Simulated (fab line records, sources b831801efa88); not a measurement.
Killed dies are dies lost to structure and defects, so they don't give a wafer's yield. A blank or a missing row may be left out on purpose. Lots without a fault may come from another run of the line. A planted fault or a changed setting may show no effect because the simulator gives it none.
fab line records | flow gf180mcu
record lots=24 wafers=72 last_day=34
route steps=602 shown M2@378 V2@384 M3@426 M4@473 V4@499
lots that met no fault: from a run of the same line without faults
start_h: hours from the record's first day to the start of the lot's first wafer shown | wait_h: hours since the lot's step before | " the same as in the row above | L1.1+2: a row that stands for several wafers | - no value, or no start given | * or withheld: withheld | < > ~ a bound
route shown NAME@n: a module of which the file shows steps, and the number in the route of the first | usual: mean/standard deviation of fault-free wafers | same: alike in all rows | chamber/n: place in a boat | sites: the reading at each site | _std_site: their standard deviation | _edge_site: outer sites' mean less inner sites' | radius_mm: how far each site lies from the wafer's centre | mask NAME#n: copy n | behind: the tool/chamber that last shaped the wafer | hold: why the lot was held/for how many hours/how that ended | device: the transistor (n, p or np) that didn't switch | end of line: the same wafers' tests at the end of the route | a step without rows: its recipe alone | killed: dies lost to structure and defects at the first sort, not the wafer's yield | map: a wafer's dies, x killed, . not, _ none there
set.NAME: the setting as run; set.NAME@STEP: as run at that earlier step | model.NAME: the simulator's own value behind a step, which no gauge read
steps of the route over a sample of lots; a table a step, a row a wafer
services: from which hour (start_h, from the record's first day; less than 0 if before it) a tool's chamber was out of use, for how many hours, and why
## steps
# step GF_M2_METAL_ETCH_16
# recipe chemistry=Cl2/BCl3 mask_material=KrF target_depth_nm=750.8 stop_on=SiO2 pressure_mtorr=8 icp_w=800 bias_w=140 Cl2_flow_sccm=80 bcl3_flow_sccm=40 time_s=125.1
# usual chamber_pressure_mTorr=8.000/0.0078 drypump_motor_current_A=5.85/0.21 oes_product_au=0.989/0.0057 throttle_valve_pct=28.229/0.011
# columns lot.wafer tool chamber start_h wait_h chamber_pressure_mTorr drypump_motor_current_A oes_product_au rf_hours_counter_h throttle_valve_pct
L074.2 rie_metal-01 0 419.69 0.1 8.002 5.83 0.987 - 28.232
L074.3 " 0 " " 8.006 5.85 0.991 - 28.243
L074.5 " 0 " " 8.000 5.86 0.985 - 28.229
L075.3 rie_metal-04 0 438.64 0.1 7.989 5.69 0.987 - 28.238
L075.4 " 1 " " 8.017 5.88 0.991 - 28.252
L075.5 " 1 " " 7.996 5.88 0.989 - 28.219
L076.3 rie_metal-01 1 442.32 0.1 8.002 5.48 0.995 - 28.242
L076.4 " 0 " " 8.003 5.82 0.991 - 28.227
L076.6 " 0 " " 8.010 5.81 0.997 - 28.231
L077.2 rie_metal-02 1 461.36 0.0 8.003 6.00 0.991 0 28.223
L077.4 " 1 " " 8.018 5.99 0.998 - 28.218
L077.5 " 0 " " 8.000 6.17 0.997 - 28.230
L079.1 rie_metal-02 1 483.64 0.0 7.991 5.98 0.988 1 28.233
L079.2 " 0 " " 7.996 6.19 0.993 4 28.203
L079.3 " 0 " " 7.998 6.16 0.990 - 28.244
L078.1 rie_metal-04 1 484.81 0.0 8.014 5.88 0.984 13 28.218
L078.2 " 0 " " 8.005 5.67 0.985 9 28.215
L078.4 " 1 " " 7.997 5.88 0.992 - 28.215
L080.1 rie_metal-02 1 499.96 0.0 8.012 6.00 0.989 1 28.223
L080.2 " 0 " " 8.000 6.15 0.987 4 28.222
L080.6 " 0 " " 8.007 6.20 0.992 - 28.232
L081.1 rie_metal-04 1 501.64 0.0 8.009 5.87 0.997 14 28.225
L081.2 " 0 " " 7.997 5.65 0.981 10 28.211
L081.4 " 0 " " 8.009 5.68 0.995 - 28.229
L082.1 rie_metal-04 0 523.81 0.0 8.009 5.62 0.983 10 28.244
L082.2 " 0 " " 7.986 5.62 0.985 - 28.237
L082.4 " 0 " " 7.999 5.61 0.995 - 28.206
L083.2 rie_metal-04 1 532.64 0.0 7.994 5.89 0.985 0 28.242
L083.3 " 1 " " 7.996 5.88 0.981 - 28.238
L083.4 " 0 " " 8.005 5.62 0.985 - 28.256
L084.2 rie_metal-02 1 542.56 0.0 7.994 6.02 0.998 2 28.219
L084.5 " 0 " " 7.993 6.13 0.995 - 28.215
L084.6 " 1 " " 7.999 6.01 0.994 - 28.232
L085.1 rie_metal-04 1 543.84 0.0 8.010 5.88 0.979 0 28.229
L085.2 " 0 " " 7.995 5.62 0.996 11 28.242
L085.6 " 0 " " 8.000 5.62 0.991 - 28.230
L086.1 rie_metal-01 1 555.79 0.0 7.981 5.43 0.982 4 28.232
L086.3 " 0 " " 8.000 5.83 0.994 - 28.230
L086.4 " 1 " " 7.992 5.45 0.988 - 28.237
L088.1 rie_metal-02 1 563.53 0.0 8.007 6.00 0.991 3 28.225
L088.3 " 0 " " 8.000 6.15 1.000 - 28.229
L088.4 " 1 " " 8.004 5.99 0.989 - 28.217
L087.2 rie_metal-01 1 565.59 0.0 8.003 5.46 0.992 4 28.216
L087.4 " 0 " " 8.006 5.84 0.995 - 28.240
L087.5 " 0 " " 8.003 5.82 0.992 - 28.214
L089.1 rie_metal-04 0 577.22 0.0 8.018 5.65 0.979 13 28.224
L089.3 " 1 " " 7.994 5.86 0.978 - 28.254
L089.4 " 0 " " 7.996 5.64 0.986 - 28.223
L090.1 rie_metal-02 1 578.21 0.0 7.991 5.99 0.984 3 28.231
L090.3 " 1 " " 7.998 6.01 0.989 - 28.210
L090.5 " 0 " " 8.000 6.18 0.990 - 28.239
L091.2 rie_metal-04 1 585.16 0.0 8.002 5.86 0.984 1 28.255
L091.4 " 0 " " 8.007 5.63 0.988 - 28.232
L091.6 " 0 " " 7.993 5.62 0.985 - 28.232
L092.1 rie_metal-04 1 592.81 0.0 7.992 5.89 0.988 2 28.217
L092.3 " 0 " " 8.001 5.64 1.001 - 28.232
L092.4 " 1 " " 8.001 5.90 0.986 - 28.241
L093.1 rie_metal-04 1 597.16 0.0 8.001 5.88 0.982 2 28.240
L093.4 " 0 " " 8.009 5.63 1.002 - 28.240
L093.5 " 1 " " 8.008 5.89 0.983 - 28.243
L094.1 rie_metal-02 1 602.56 0.0 7.996 6.02 0.979 4 28.211
L094.4 " 0 " " 7.993 6.13 0.995 - 28.228
L094.6 " 1 " " 7.990 6.04 0.994 - 28.232
L095.1 rie_metal-04 0 605.96 0.0 7.987 5.66 0.989 14 28.230
L095.3 " 0 " " 7.996 5.69 0.996 - 28.232
L095.6 " 0 " " 7.990 5.67 0.991 - 28.204
L096.2 rie_metal-02 0 612.91 0.0 7.980 6.22 1.001 7 28.217
L096.3 " 0 " " 8.006 6.18 0.992 - 28.234
L096.4 " 1 " " 8.003 6.00 0.990 - 28.240
L097.1 rie_metal-01 1 620.41 0.0 7.997 5.50 0.982 6 28.238
L097.4 " 0 " " 7.992 5.85 0.981 - 28.235
L097.6 " 0 " " 8.001 5.86 0.985 - 28.233
# step GF_V2_CVD_02
# recipe material=SiO2 target_thk_nm=850 precursor=TEOS temp_c=400 time_s=94.851 rf_w=600
# usual heater_power_w=645/87
# columns lot.wafer tool chamber start_h wait_h heater_power_w since_wet_clean_h
L074.2 pecvd-01 1 420.61 0.0 674 246
L074.3 " 0 " " 774 246
L074.5 " 2 " " 569 -
L075.3 pecvd-02 0 439.40 0.0 713 681
L075.4 " 1 " " 668 -
L075.5 " 2 " " 614 -
L076.3 pecvd-04 2 443.08 0.0 758 60
L076.4 " 1 " " 562 -
L076.6 " 2 " " 610 -
L077.2 pecvd-02 2 462.15 0.0 724 704
L077.4 " 2 " " 744 -
L077.5 " 0 " " 614 -
L079.1 pecvd-04 2 484.51 0.1 751 102
L079.2 " 1 " " 569 102
L079.3 " 0 " " 552 102
L078.1 pecvd-02 2 485.60 0.1 756 727
L078.2 " 0 " " 622 727
L078.4 " 2 " " 599 -
L080.1 pecvd-02 0 500.75 0.1 616 743
L080.2 " 1 " " 673 743
L080.6 " 2 " " 618 -
L081.1 pecvd-04 0 502.44 0.1 613 120
L081.2 " 2 " " 663 120
L081.4 " 0 " " 475 -
L082.1 pecvd-01 1 524.85 0.1 669 350
L082.2 " 2 " " 654 350
L082.4 " 2 " " 505 -
L083.2 pecvd-04 0 533.44 0.0 532 151
L083.3 " 1 " " 535 151
L083.4 " 1 " " 570 -
L084.2 pecvd-02 2 543.36 0.0 740 785
L084.5 " 0 " " 750 -
L084.6 " 2 " " 757 -
L085.1 pecvd-01 2 544.64 0.1 634 370
L085.2 " 0 " " 690 370
L085.6 " 0 " " 740 -
L086.1 pecvd-02 0 556.62 0.1 747 799
L086.3 " 2 " " 704 799
L086.4 " 2 " " 759 -
L088.1 pecvd-04 2 564.37 0.1 667 182
L088.3 " 0 " " 575 182
L088.4 " 0 " " 612 -
L087.2 pecvd-01 0 566.45 0.0 755 392
L087.4 " 0 " " 780 -
L087.5 " 1 " " 723 -
L089.1 pecvd-02 1 578.06 0.1 625 820
L089.3 " 0 " " 652 820
L089.4 " 0 " " 686 -
L090.1 pecvd-04 2 579.04 0.1 759 196
L090.3 " 0 " " 609 196
L090.5 " 1 " " 547 -
L091.2 pecvd-02 1 585.95 0.0 584 828
L091.4 " 0 " " 743 -
L091.6 " 1 " " 636 -
L092.1 pecvd-01 1 593.63 0.1 744 419
L092.3 " 2 " " 649 419
L092.4 " 1 " " 597 -
L093.1 pecvd-04 0 597.96 0.1 559 215
L093.4 " 2 " " 734 -
L093.5 " 1 " " 448 -
L094.1 pecvd-04 2 603.44 0.1 614 221
L094.4 " 0 " " 498 -
L094.6 " 2 " " 691 -
L095.1 pecvd-04 2 606.75 0.1 733 224
L095.3 " 0 " " 623 224
L095.6 " 2 " " 768 -
L096.2 pecvd-02 2 613.70 0.0 732 9
L096.3 " 1 " " 565 9
L096.4 " 2 " " 758 -
L097.1 pecvd-04 1 621.20 0.1 526 238
L097.4 " 0 " " 488 -
L097.6 " 1 " " 567 -
# step GF_V2_CMP_04
# recipe material=SiO2 down_force_psi=4 platen_rpm=60 pad_velocity_m_s=0.94248
# usual head_pressure_psi=4.001/0.0083 motor_current_A=12.4/1.4 platen_rpm=60.00/0.041 time_to_endpoint_s=80/4.7
# columns lot.wafer tool chamber start_h wait_h head_pressure_psi motor_current_A platen_rpm time_to_endpoint_s
L074.2 cmp-01 0 420.84 0.1 4.009 12.3 60.02 76
L074.3 " 1 " " 3.977 11.5 60.01 82
L074.5 " 2 " " 4.004 11.9 60.06 80
L075.4 cmp-02 3 439.57 0.1 4.013 13.4 60.00 83
L075.3 " 1 " " 4.004 12.0 59.95 82
L075.5 " 2 " " 3.988 10.2 59.98 81
L076.4 cmp-02 1 443.36 0.2 4.009 12.2 60.03 88
L076.3 " 3 " " 3.994 13.4 60.00 73
L076.6 " 1 " " 4.012 12.2 59.95 84
L077.4 cmp-02 3 462.33 0.1 3.991 14.6 59.95 88
L077.2 " 0 " " 3.992 13.7 60.04 77
L077.5 " 2 " " 4.004 10.4 59.95 79
L079.3 cmp-02 0 484.64 0.0 3.996 13.7 60.03 73
L079.2 " 2 " " 4.010 10.4 60.04 77
L079.1 " 3 " " 3.998 13.9 59.99 76
L078.1 cmp-02 1 485.90 0.2 4.002 11.5 60.01 80
L078.4 " 2 " " 4.008 10.6 60.00 85
L078.2 " 3 " " 4.010 14.1 60.01 78
L080.1 cmp-02 1 500.88 0.1 3.999 12.4 60.03 81
L080.2 " 3 " " 4.005 13.2 60.00 77
L080.6 " 1 " " 4.002 12.0 60.06 90
L081.4 cmp-01 0 502.57 0.0 3.986 11.6 60.09 83
L081.1 " 1 " " 4.000 11.1 59.97 77
L081.2 " 2 " " 4.012 11.7 60.04 75
L082.2 cmp-01 0 524.98 0.0 3.987 11.3 60.05 85
L082.4 " 1 " " 3.996 11.5 60.04 85
L082.1 " 2 " " 3.999 12.4 60.02 86
L083.3 cmp-01 0 533.57 0.0 4.005 11.4 60.00 80
L083.4 " 1 " " 3.996 11.6 60.07 83
L083.2 " 2 " " 3.985 11.9 60.05 76
L084.2 cmp-02 3 543.59 0.1 3.995 13.7 60.00 80
L084.6 " 1 " " 4.004 11.7 60.05 86
L084.5 " 2 " " 3.990 10.7 60.03 84
L085.2 cmp-02 2 544.81 0.1 3.992 9.9 60.08 76
L085.1 " 3 " " 3.995 13.7 60.00 73
L085.6 " 1 " " 3.998 12.3 60.00 87
L086.4 cmp-01 2 556.75 0.0 4.006 12.1 59.98 87
L086.3 " 3 " " 4.005 14.6 60.03 86
L086.1 " 1 " " 3.997 11.7 60.02 82
L088.4 cmp-02 0 564.50 0.0 3.998 13.7 60.05 79
L088.3 " 1 " " 4.011 12.2 60.09 76
L088.1 " 2 " " 3.994 9.8 59.98 68
L087.2 cmp-02 3 566.58 0.0 4.001 13.6 60.00 80
L087.4 " 0 " " 4.004 13.6 59.99 81
L087.5 " 3 " " 3.993 13.9 59.99 82
L089.4 cmp-01 1 578.24 0.1 4.003 11.1 60.01 85
L089.3 " 2 " " 3.992 11.2 60.04 82
L089.1 " 3 " " 3.997 14.8 60.07 82
L090.1 cmp-02 3 579.22 0.1 4.003 14.2 59.91 73
L090.3 " 1 " " 3.998 12.1 60.00 74
L090.5 " 3 " " 4.012 13.8 60.06 79
L091.4 cmp-01 0 586.13 0.1 4.014 11.2 59.96 83
L091.2 " 2 " " 3.997 12.4 60.01 75
L091.6 " 0 " " 4.010 11.9 60.06 77
L092.4 cmp-02 1 593.76 0.0 3.998 12.7 59.97 89
L092.3 " 2 " " 4.002 11.0 59.94 74
L092.1 " 0 " " 3.998 14.0 59.94 78
L093.1 cmp-01 1 598.09 0.1 4.010 11.9 59.99 79
L093.4 " 3 " " 4.001 14.1 60.08 83
L093.5 " 1 " " 4.012 11.3 59.97 81
L094.1 cmp-02 1 603.57 0.1 3.994 11.3 59.97 80
L094.4 " 3 " " 4.011 13.5 60.02 85
L094.6 " 2 " " 4.006 10.1 60.00 78
L095.3 cmp-02 2 606.88 0.0 3.992 10.5 60.03 72
L095.1 " 1 " " 4.012 12.6 60.00 79
L095.6 " 3 " " 3.999 13.7 59.92 82
L096.3 cmp-01 1 613.88 0.1 4.002 11.1 60.00 77
L096.2 " 2 " " 4.002 11.9 59.98 82
L096.4 " 3 " " 4.000 14.7 60.06 81
L097.4 cmp-01 0 621.33 0.0 4.007 12.1 59.98 78
L097.1 " 3 " " 4.000 14.2 60.00 76
L097.6 " 0 " " 4.001 11.9 59.96 79
# step GF_M3_STRIP_17
# recipe chemistry=O2/N2 power_w=1400 pressure_mtorr=1500 platen_temp_c=250 o2_flow_sccm=3000 n2_flow_sccm=300 overash_fraction=0.5
# usual chamber_pressure_mTorr=1499.9/1.4 drypump_motor_current_A=5.46/0.15 heater_power_w=368/40 oes_product_au=0.537/0.0048 strip_time_to_endpoint_s=7.37/0.043
# columns lot.wafer tool chamber start_h wait_h chamber_pressure_mTorr drypump_motor_current_A heater_power_w oes_product_au rf_hours_counter_h strip_time_to_endpoint_s
L074.2 plasma_asher-04 1 472.77 0.1 1499.6 5.49 424 0.541 78 7.35
L074.3 " 1 " " 1501.9 5.51 417 0.538 - 7.37
L074.5 " 0 " " 1500.0 5.50 353 0.537 - 7.33
L075.3 plasma_asher-01 0 491.35 0.1 1499.2 5.27 332 0.538 - 7.38
L075.4 " 1 " " 1499.7 5.31 323 0.544 - 7.37
L075.5 " 1 " " 1497.6 5.28 321 0.535 - 7.33
L076.3 plasma_asher-01 0 495.37 0.1 1501.4 5.28 340 0.533 - 7.35
L076.4 " 1 " " 1501.2 5.29 321 0.545 - 7.38
L076.6 " 1 " " 1498.9 5.30 313 0.528 - 7.41
L077.2 plasma_asher-04 0 512.24 0.1 1501.0 5.49 351 0.546 82 7.38
L077.4 " 0 " " 1500.7 5.49 359 0.533 - 7.31
L077.5 " 1 " " 1496.9 5.49 432 0.542 - 7.39
L079.1 plasma_asher-04 0 534.03 0.1 1498.1 5.46 357 0.536 84 7.41
L079.2 " 1 " " 1499.3 5.50 426 0.539 84 7.36
L079.3 " 1 " " 1498.8 5.49 437 0.539 - 7.45
L078.1 plasma_asher-03 0 535.58 0.1 1496.6 5.73 366 0.533 91 7.37
L078.2 " 1 " " 1500.4 5.55 378 0.539 91 7.33
L078.4 " 0 " " 1497.6 5.76 362 0.542 - 7.40
L080.1 plasma_asher-04 0 548.52 0.2 1498.5 5.48 365 0.529 86 7.34
L080.2 " 1 " " 1501.5 5.50 427 0.533 86 7.29
L080.6 " 0 " " 1501.2 5.50 361 0.535 - 7.35
L081.1 plasma_asher-01 0 550.38 0.1 1500.6 5.28 333 0.538 13 7.37
L081.2 " 1 " " 1500.4 5.31 323 0.540 13 7.40
L081.4 " 1 " " 1500.8 5.34 320 0.535 - 7.37
L082.1 plasma_asher-01 1 572.06 0.2 1499.3 5.31 329 0.533 16 7.40
L082.2 " 0 " " 1502.0 5.26 338 0.544 16 7.38
L082.4 " 1 " " 1500.3 5.29 312 0.535 - 7.41
L083.2 plasma_asher-04 1 579.23 0.1 1498.9 5.48 430 0.537 89 7.37
L083.3 " 1 " " 1499.5 5.50 443 0.535 - 7.33
L083.4 " 0 " " 1500.0 5.45 356 0.526 - 7.33
L084.2 plasma_asher-04 1 589.07 0.1 1498.7 5.52 446 0.535 91 7.42
L084.5 " 1 " " 1498.1 5.49 415 0.543 - 7.38
L084.6 " 0 " " 1499.2 5.47 354 0.539 - 7.44
L085.1 plasma_asher-03 0 590.37 0.1 1499.5 5.74 355 0.541 96 7.33
L085.2 " 1 " " 1499.2 5.55 377 0.534 96 7.35
L085.6 " 1 " " 1499.0 5.59 369 0.534 - 7.34
L086.1 plasma_asher-01 1 601.77 0.1 1499.4 5.27 319 0.533 19 7.35
L086.3 " 0 " " 1497.8 5.23 340 0.539 - 7.33
L086.4 " 1 " " 1497.8 5.35 318 0.538 - 7.35
L088.1 plasma_asher-04 1 609.93 0.1 1498.3 5.48 436 0.530 92 7.30
L088.3 " 1 " " 1502.4 5.50 433 0.532 - 7.28
L088.4 " 0 " " 1500.2 5.51 360 0.543 - 7.30
L087.2 plasma_asher-04 0 611.78 0.1 1501.0 5.53 358 0.526 93 7.29
L087.4 " 0 " " 1502.6 5.51 368 0.536 - 7.33
L087.5 " 1 " " 1500.4 5.49 437 0.539 - 7.29
L089.1 plasma_asher-01 1 622.42 0.1 1500.9 5.38 328 0.530 21 7.36
L089.3 " 1 " " 1498.7 5.32 318 0.538 - 7.36
L089.4 " 0 " " 1502.0 5.25 328 0.537 - 7.42
L090.1 plasma_asher-01 1 623.12 0.1 1500.7 5.35 314 0.534 21 7.41
L090.3 " 0 " " 1497.4 5.27 327 0.530 - 7.34
L090.5 " 1 " " 1498.4 5.33 319 0.543 - 7.39
L091.2 plasma_asher-01 1 630.39 0.1 1500.3 5.27 322 0.545 22 7.38
L091.4 " 1 " " 1497.9 5.26 310 0.536 - 7.37
L091.6 " 1 " " 1500.4 5.27 325 0.541 - 7.33
L092.1 plasma_asher-03 0 637.04 0.1 1500.9 5.76 366 0.533 101 7.33
L092.3 " 0 " " 1501.7 5.74 361 0.532 - 7.39
L092.4 " 1 " " 1498.6 5.59 368 0.543 - 7.43
L093.1 plasma_asher-04 0 641.15 0.1 1499.6 5.48 364 0.539 95 7.39
L093.4 " 1 " " 1500.6 5.50 433 0.539 - 7.34
L093.5 " 0 " " 1500.5 5.48 357 0.544 - 7.33
L094.1 plasma_asher-03 0 646.12 0.1 1500.9 5.75 369 0.535 102 7.39
L094.4 " 1 " " 1498.7 5.58 383 0.536 - 7.39
L094.6 " 1 " " 1500.5 5.58 379 0.536 - 7.41
L095.1 plasma_asher-04 0 649.48 0.1 1501.6 5.49 365 0.542 96 7.38
L095.3 " 0 " " 1501.5 5.50 358 0.539 - 7.38
L095.6 " 0 " " 1497.9 5.50 362 0.532 - 7.40
L096.2 plasma_asher-03 0 655.52 0.1 1499.8 5.74 365 0.534 103 7.41
L096.3 " 1 " " 1501.4 5.58 375 0.539 - 7.42
L096.4 " 0 " " 1500.4 5.73 369 0.541 - 7.44
L097.1 plasma_asher-04 0 663.04 0.1 1500.1 5.47 358 0.537 98 7.42
L097.4 " 0 " " 1496.9 5.46 353 0.534 - 7.37
L097.6 " 1 " " 1499.9 5.49 427 0.542 - 7.40
# step GF_M4_STRIP_17
# recipe chemistry=O2/N2 power_w=1400 pressure_mtorr=1500 platen_temp_c=250 o2_flow_sccm=3000 n2_flow_sccm=300 overash_fraction=0.5
# usual chamber_pressure_mTorr=1500.1/1.4 drypump_motor_current_A=5.65/0.18 heater_power_w=364/36 oes_product_au=0.536/0.0049 strip_time_to_endpoint_s=7.36/0.056
# columns lot.wafer tool chamber start_h wait_h chamber_pressure_mTorr drypump_motor_current_A heater_power_w oes_product_au rf_hours_counter_h strip_time_to_endpoint_s
L074.2 plasma_asher-03 0 523.02 0.1 1500.6 5.77 364 0.537 89 7.36
L074.3 " 1 " " 1501.3 5.56 370 0.533 - 7.40
L074.5 " 1 " " 1499.0 5.58 385 0.533 - 7.35
L075.3 plasma_asher-04 0 541.42 0.1 1502.0 5.51 369 0.539 - 7.46
L075.4 " 1 " " 1499.3 5.51 426 0.541 - 7.43
L075.5 " 1 " " 1501.2 5.53 439 0.548 - 7.44
L076.3 plasma_asher-03 0 544.95 0.1 1497.5 5.75 364 0.536 - 7.37
L076.4 " 1 " " 1501.5 5.59 368 0.535 - 7.36
L076.6 " 0 " " 1499.6 5.75 370 0.541 - 7.36
L077.2 plasma_asher-02 1 560.76 0.2 1502.3 5.57 337 0.541 42 7.42
L077.4 " 1 " " 1500.6 5.55 335 0.532 - 7.42
L077.5 " 0 " " 1497.7 5.99 336 0.530 - 7.39
L079.1 plasma_asher-04 1 581.67 0.1 1502.1 5.55 427 0.543 90 7.42
L079.2 " 0 " " 1500.2 5.46 361 0.539 90 7.38
L079.3 " 1 " " 1498.6 5.49 435 0.539 - 7.45
L078.1 plasma_asher-02 1 582.84 0.1 1500.8 5.58 330 0.539 44 7.38
L078.2 " 0 " " 1497.8 5.98 330 0.526 44 7.35
L078.4 " 0 " " 1497.9 5.95 326 0.542 - 7.38
L080.1 plasma_asher-03 0 594.68 0.1 1500.4 5.76 366 0.543 97 7.40
L080.2 " 1 " " 1499.7 5.57 366 0.531 97 7.35
L080.6 " 0 " " 1500.1 5.73 362 0.538 - 7.41
L081.1 plasma_asher-02 1 595.69 0.1 1500.1 5.54 340 0.544 46 7.37
L081.2 " 0 " " 1500.0 6.00 327 0.538 46 7.39
L081.4 " 1 " " 1501.5 5.56 334 0.537 - 7.36
L082.1 plasma_asher-03 1 616.82 0.1 1500.6 5.57 378 0.537 99 7.36
L082.2 " 0 " " 1501.1 5.75 353 0.539 99 7.31
L082.4 " 1 " " 1497.9 5.58 375 0.534 - 7.31
L083.2 plasma_asher-04 0 624.42 0.1 1500.0 5.50 360 0.535 94 7.40
L083.3 " 0 " " 1500.4 5.48 352 0.546 - 7.37
L083.4 " 1 " " 1502.0 5.50 438 0.536 - 7.33
L084.2 plasma_asher-03 0 633.04 0.1 1499.0 5.74 365 0.531 100 7.33
L084.5 " 1 " " 1500.6 5.60 379 0.547 - 7.35
L084.6 " 0 " " 1499.0 5.75 354 0.528 - 7.36
L085.1 plasma_asher-04 0 635.04 0.1 1495.6 5.50 353 0.532 95 7.34
L085.2 " 1 " " 1498.7 5.51 428 0.546 95 7.37
L085.6 " 0 " " 1501.5 5.50 362 0.536 - 7.35
L086.1 plasma_asher-02 1 645.08 0.1 1499.5 5.60 337 0.530 51 7.32
L086.3 " 1 " " 1500.8 5.57 337 0.535 - 7.29
L086.4 " 0 " " 1499.5 5.97 323 0.538 - 7.34
L088.1 plasma_asher-04 0 652.99 0.1 1499.0 5.47 354 0.540 97 7.38
L088.3 " 1 " " 1501.7 5.48 433 0.530 - 7.32
L088.4 " 0 " " 1500.3 5.50 360 0.537 - 7.39
L087.2 plasma_asher-02 1 654.59 0.1 1501.7 5.56 334 0.534 52 7.28
L087.4 " 0 " " 1499.9 5.99 329 0.535 - 7.30
L087.5 " 1 " " 1500.4 5.55 337 0.536 - 7.30
L089.1 plasma_asher-02 1 664.88 0.1 1499.8 5.53 338 0.541 53 7.35
L089.3 " 1 " " 1498.0 5.53 334 0.533 - 7.39
L089.4 " 0 " " 1498.1 5.98 327 0.538 - 7.33
L090.1 plasma_asher-04 1 665.87 0.1 1501.1 5.50 431 0.544 98 7.42
L090.3 " 0 " " 1500.1 5.52 358 0.536 - 7.34
L090.5 " 1 " " 1499.5 5.51 444 0.535 - 7.39
L091.2 plasma_asher-02 0 673.23 0.1 1501.3 5.94 319 0.539 54 7.47
L091.4 " 1 " " 1500.7 5.52 335 0.533 - 7.46
L091.6 " 1 " " 1503.9 5.56 348 0.541 - 7.47
L092.1 plasma_asher-02 0 679.24 0.1 1499.1 5.98 328 0.539 55 7.31
L092.3 " 0 " " 1500.9 5.96 328 0.538 - 7.30
L092.4 " 1 " " 1500.6 5.55 350 0.533 - 7.32
L093.1 plasma_asher-03 1 682.94 0.1 1500.5 5.60 375 0.535 105 7.34
L093.4 " 0 " " 1500.7 5.77 365 0.530 - 7.34
L093.5 " 1 " " 1500.2 5.59 367 0.538 - 7.41
L094.1 plasma_asher-04 1 687.53 0.1 1501.3 5.51 428 0.536 100 7.28
L094.4 " 0 " " 1499.0 5.47 366 0.533 - 7.27
L094.6 " 0 " " 1497.9 5.48 355 0.535 - 7.28
L095.1 plasma_asher-03 1 690.57 0.1 1499.5 5.59 376 0.537 106 7.32
L095.3 " 0 " " 1500.2 5.75 363 0.536 - 7.33
L095.6 " 1 " " 1502.6 5.61 374 0.536 - 7.38
L096.2 plasma_asher-02 0 696.83 0.1 1501.8 6.00 329 0.530 57 7.20
L096.3 " 1 " " 1500.9 5.55 333 0.528 - 7.22
L096.4 " 0 " " 1500.2 6.00 333 0.538 - 7.29
L097.1 plasma_asher-04 0 704.22 0.1 1500.9 5.48 360 0.530 102 7.30
L097.4 " 0 " " 1499.2 5.52 369 0.533 - 7.39
L097.6 " 1 " " 1500.0 5.48 439 0.539 - 7.35
# step GF_V4_CVD_23
# recipe material=W target_thk_nm=350 time_s=104.9 temp_c=400 pressure_torr=40
# usual heater_power_w=794/57
# columns lot.wafer tool chamber start_h wait_h heater_power_w since_wet_clean_h
L074.2 cvd_w-01 0 548.04 0.0 858 144
L074.3 " 0 " " 829 -
L074.5 " 0 " " 856 -
L075.3 cvd_w-02 1 565.77 0.1 802 -
L075.4 " 1 " " 791 -
L075.5 " 1 " " 817 -
L076.3 cvd_w-02 0 568.94 0.1 703 -
L076.4 " 1 " " 811 -
L076.6 " 0 " " 714 -
L077.2 cvd_w-01 0 584.42 0.0 850 180
L077.4 " 0 " " 849 -
L077.5 " 1 " " 761 -
L079.1 cvd_w-01 1 604.68 0.0 786 201
L079.2 " 0 " " 865 201
L079.3 " 1 " " 776 -
L078.1 cvd_w-01 1 605.75 0.0 765 202
L078.2 " 0 " " 877 202
L078.4 " 1 " " 764 -
L080.1 cvd_w-01 0 617.93 0.0 852 214
L080.2 " 1 " " 759 214
L080.6 " 0 " " 859 -
L081.1 cvd_w-02 1 618.99 0.0 843 715
L081.2 " 0 " " 707 715
L081.4 " 1 " " 801 -
L082.1 cvd_w-01 0 638.97 0.0 872 235
L082.2 " 1 " " 772 235
L082.4 " 0 " " 850 -
L083.2 cvd_w-01 1 646.02 0.0 767 242
L083.3 " 1 " " 786 -
L083.4 " 0 " " 864 -
L084.2 cvd_w-01 0 654.87 0.0 860 251
L084.5 " 1 " " 781 -
L084.6 " 0 " " 854 -
L085.1 cvd_w-02 1 656.14 0.0 826 752
L085.2 " 0 " " 718 752
L085.6 " 0 " " 696 -
L086.1 cvd_w-02 1 666.20 0.0 820 762
L086.3 " 1 " " 812 -
L086.4 " 0 " " 714 -
L088.1 cvd_w-01 0 673.22 0.0 849 269
L088.3 " 1 " " 738 -
L088.4 " 0 " " 872 -
L087.2 cvd_w-02 0 676.12 0.0 695 772
L087.4 " 1 " " 821 -
L087.5 " 0 " " 708 -
L089.1 cvd_w-02 1 685.52 0.0 826 782
L089.3 " 0 " " 702 -
L089.4 " 1 " " 826 -
L090.1 cvd_w-01 0 686.92 0.0 867 283
L090.3 " 0 " " 859 -
L090.5 " 0 " " 868 -
L091.2 cvd_w-02 1 694.27 0.0 808 790
L091.4 " 1 " " 820 -
L091.6 " 0 " " 692 -
L092.1 cvd_w-01 0 700.30 0.0 838 296
L092.3 " 1 " " 773 -
L092.4 " 0 " " 863 -
L093.1 cvd_w-01 0 703.75 0.0 852 300
L093.4 " 0 " " 866 -
L093.5 " 1 " " 783 -
L094.1 cvd_w-01 0 707.82 0.0 856 304
L094.4 " 1 " " 760 -
L094.6 " 1 " " 779 -
L095.1 cvd_w-02 0 710.67 0.0 714 807
L095.3 " 1 " " 843 -
L095.6 " 0 " " 704 -
L096.2 cvd_w-01 1 717.27 0.0 769 313
L096.3 " 0 " " 853 -
L096.4 " 1 " " 753 -
L097.1 cvd_w-02 1 724.77 0.0 827 821
L097.4 " 1 " " 810 -
L097.6 " 1 " " 831 -
## services
# columns tool chamber start_h hours kind
cmp-01 - 404.11 4.0 pm
cvd_w-01 - 417.88 1.1 repair
cvd_w-02 0 428.44 26.2 repair
cmp-01 - 429.64 11.1 repair
cmp-01 - 442.67 4.8 pm
cmp-02 - 450.03 0.6 repair
pecvd-04 - 450.05 1.5 repair
plasma_asher-04 - 465.07 1.1 repair
cmp-01 - 465.27 2.3 repair
cvd_w-01 - 465.67 2.8 pm
cmp-01 - 482.46 4.1 repair
cmp-01 - 521.47 1.1 repair
cvd_w-01 1 527.55 18.2 repair
cmp-02 - 532.02 9.5 pm
rie_metal-04 1 559.46 14.4 repair
cmp-02 - 572.00 4.0 pm
cvd_w-01 - 586.98 6.9 pm
cmp-02 - 618.78 7.5 pm
pecvd-04 2 626.07 9.5 repair
plasma_asher-04 - 626.16 5.3 repair
plasma_asher-03 - 626.19 3.2 repair
cmp-01 - 629.82 2.2 repair
cmp-02 - 630.56 1.2 repair
cvd_w-02 - 646.32 2.8 pm
## key
fault none
